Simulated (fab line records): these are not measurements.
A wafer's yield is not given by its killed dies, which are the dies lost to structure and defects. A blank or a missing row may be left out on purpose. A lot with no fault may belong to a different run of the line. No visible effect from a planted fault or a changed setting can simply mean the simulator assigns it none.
Split-lot study || flow sky130 || 5 lots, 23 wafers read, on a route of 708 steps

## THE SPLIT ITSELF
At SKY_VIA2_EXPOSE_09 (exposes mask VIM2, target cd 200 nm), the setting dose mj was moved away from the recipe's 38 on 5 of the 23 wafers read, by +3.6% to +4.0%. All remaining wafers had this setting at the recipe value.

## SPLIT TO READING: what lies between them in the file, 1 step
- SKY_VIA2_DEVELOP_11: develop time 60 s (also split here: dev temp c)

## THE READING
cd nm, in nm, at SKY_VIA2_CD_MEAS_12 (target cd 200 nm). A value of 199.7 nm with a standard deviation of 1.3 nm is what fault-free wafers of this fab line usually give.

{"wafer": "L074.2", "tool, chamber at the split": "krf scanner-02, 0", "dose mj as run": 38, "against the recipe": "recipe", "cd nm, nm": 200.3, "against lot-mates on the recipe": "-"}
{"wafer": "L074.3", "tool, chamber at the split": "krf scanner-02, 0", "dose mj as run": 38, "against the recipe": "recipe", "cd nm, nm": 203.9, "against lot-mates on the recipe": "-"}
{"wafer": "L074.4", "tool, chamber at the split": "krf scanner-02, 0", "dose mj as run": 38, "against the recipe": "recipe", "cd nm, nm": 203.5, "against lot-mates on the recipe": "-"}
{"wafer": "L074.5", "tool, chamber at the split": "krf scanner-02, 0", "dose mj as run": 38, "against the recipe": "recipe", "cd nm, nm": 201.7, "against lot-mates on the recipe": "-"}
{"wafer": "L074.6", "tool, chamber at the split": "krf scanner-02, 0", "dose mj as run": 38, "against the recipe": "recipe", "cd nm, nm": 200.0, "against lot-mates on the recipe": "-"}
{"wafer": "L078.1", "tool, chamber at the split": "krf scanner-01, 0", "dose mj as run": 38, "against the recipe": "recipe", "cd nm, nm": 198.5, "against lot-mates on the recipe": "-"}
{"wafer": "L078.3", "tool, chamber at the split": "krf scanner-01, 0", "dose mj as run": 38, "against the recipe": "recipe", "cd nm, nm": 198.3, "against lot-mates on the recipe": "-"}
{"wafer": "L078.4", "tool, chamber at the split": "krf scanner-01, 0", "dose mj as run": 38, "against the recipe": "recipe", "cd nm, nm": 197.8, "against lot-mates on the recipe": "-"}
{"wafer": "L080.1", "tool, chamber at the split": "krf scanner-02, 0", "dose mj as run": 39.36, "against the recipe": "+3.6%", "cd nm, nm": 205.8, "against lot-mates on the recipe": "+7.2"}
{"wafer": "L080.3", "tool, chamber at the split": "krf scanner-02, 0", "dose mj as run": 39.36, "against the recipe": "+3.6%", "cd nm, nm": 205.5, "against lot-mates on the recipe": "+6.8"}
{"wafer": "L080.4", "tool, chamber at the split": "krf scanner-02, 0", "dose mj as run": 39.36, "against the recipe": "+3.6%", "cd nm, nm": 205.3, "against lot-mates on the recipe": "+6.7"}
{"wafer": "L080.5", "tool, chamber at the split": "krf scanner-02, 0", "dose mj as run": 38, "against the recipe": "recipe", "cd nm, nm": 198.4, "against lot-mates on the recipe": "-"}
{"wafer": "L080.6", "tool, chamber at the split": "krf scanner-02, 0", "dose mj as run": 38, "against the recipe": "recipe", "cd nm, nm": 198.9, "against lot-mates on the recipe": "-"}
{"wafer": "L083.1", "tool, chamber at the split": "krf scanner-02, 0", "dose mj as run": 38, "against the recipe": "recipe", "cd nm, nm": 201.1, "against lot-mates on the recipe": "-"}
{"wafer": "L083.2", "tool, chamber at the split": "krf scanner-02, 0", "dose mj as run": 38, "against the recipe": "recipe", "cd nm, nm": 200.3, "against lot-mates on the recipe": "-"}
{"wafer": "L083.3", "tool, chamber at the split": "krf scanner-02, 0", "dose mj as run": 38, "against the recipe": "recipe", "cd nm, nm": 201.5, "against lot-mates on the recipe": "-"}
{"wafer": "L083.4", "tool, chamber at the split": "krf scanner-02, 0", "dose mj as run": 38, "against the recipe": "recipe", "cd nm, nm": 200.4, "against lot-mates on the recipe": "-"}
{"wafer": "L083.6", "tool, chamber at the split": "krf scanner-02, 0", "dose mj as run": 38, "against the recipe": "recipe", "cd nm, nm": 200.1, "against lot-mates on the recipe": "-"}
{"wafer": "L082.1", "tool, chamber at the split": "krf scanner-02, 0", "dose mj as run": 38, "against the recipe": "recipe", "cd nm, nm": 204.2, "against lot-mates on the recipe": "-"}
{"wafer": "L082.2", "tool, chamber at the split": "krf scanner-02, 0", "dose mj as run": 39.53, "against the recipe": "+4.0%", "cd nm, nm": 211.9, "against lot-mates on the recipe": "+8.9"}
{"wafer": "L082.3", "tool, chamber at the split": "krf scanner-02, 0", "dose mj as run": 38, "against the recipe": "recipe", "cd nm, nm": 201.8, "against lot-mates on the recipe": "-"}
{"wafer": "L082.4", "tool, chamber at the split": "krf scanner-02, 0", "dose mj as run": 39.53, "against the recipe": "+4.0%", "cd nm, nm": 210.9, "against lot-mates on the recipe": "+7.9"}
{"wafer": "L082.6", "tool, chamber at the split": "krf scanner-02, 0", "dose mj as run": 38, "against the recipe": "recipe", "cd nm, nm": 203.0, "against lot-mates on the recipe": "-"}

FIT RESULTS
A straight line over all 23 wafers: cd nm changes by +1.94 nm for each +1% of dose mj; r = +0.83; the points scatter about the line by 2.2 nm.
The same after taking each lot's own level away (the mean of its wafers on the recipe; 23 wafers): +2 nm for each +1%; r = +0.96; scatter 0.94 nm.
On that fit, the largest move of dose mj shifts the reading by 8 nm.
The lots' own levels span 198.20 to 203.00 nm, that is 3.7 times the standard deviation above.
So the lot-to-lot level changes the slope little: the two slopes agree.
Check: +7.79 nm against its lot-mates is what the line predicts for one of the wafers moved furthest among these (+4.0%) when that wafer is left out of the fit. Against them it came out at +8.9 nm.

## THESE WAFERS: OTHER SPLITS
Note: prior to the reading, these wafers also went through further splits. Each is held against what the fit with the lots' levels taken away leaves over:
{"other split on the same wafers": "SKY_METAL2_SPUTTER_04 power w", "wafers away from the commonest value": 8, "r with cd nm (lot level and that fit taken away)": "+0.17"}
{"other split on the same wafers": "SKY_VIA2_HDPCVD_00 time s", "wafers away from the commonest value": 4, "r with cd nm (lot level and that fit taken away)": "+0.05"}
{"other split on the same wafers": "SKY_VIA2_DEVELOP_11 dev temp c", "wafers away from the commonest value": 8, "r with cd nm (lot level and that fit taken away)": "+0.62"}

## THE WHOLE CHAIN: every reading that the file lists as answering this split, in the file's order
{"step": "SKY_VIA2_CD_MEAS_12", "what it does": "target cd 200 nm", "reading": "cd nm", "change (the file's fit)": "+2.02 nm for each +1% of the setting", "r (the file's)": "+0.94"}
{"step": "SKY_VIA2_ETCH_14", "what it does": "etches BARC in N2/H2, stops on SiO2, time 45.9 s, target depth 60 nm", "reading": "VIA2.cd nm (the simulator's own value, which no gauge read)", "change (the file's fit)": "+1.98 nm for each +1% of the setting", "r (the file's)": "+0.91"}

## THE FILE'S OWN FIT
cd nm changes by +2.02 nm for each +1% of dose mj, r = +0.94.
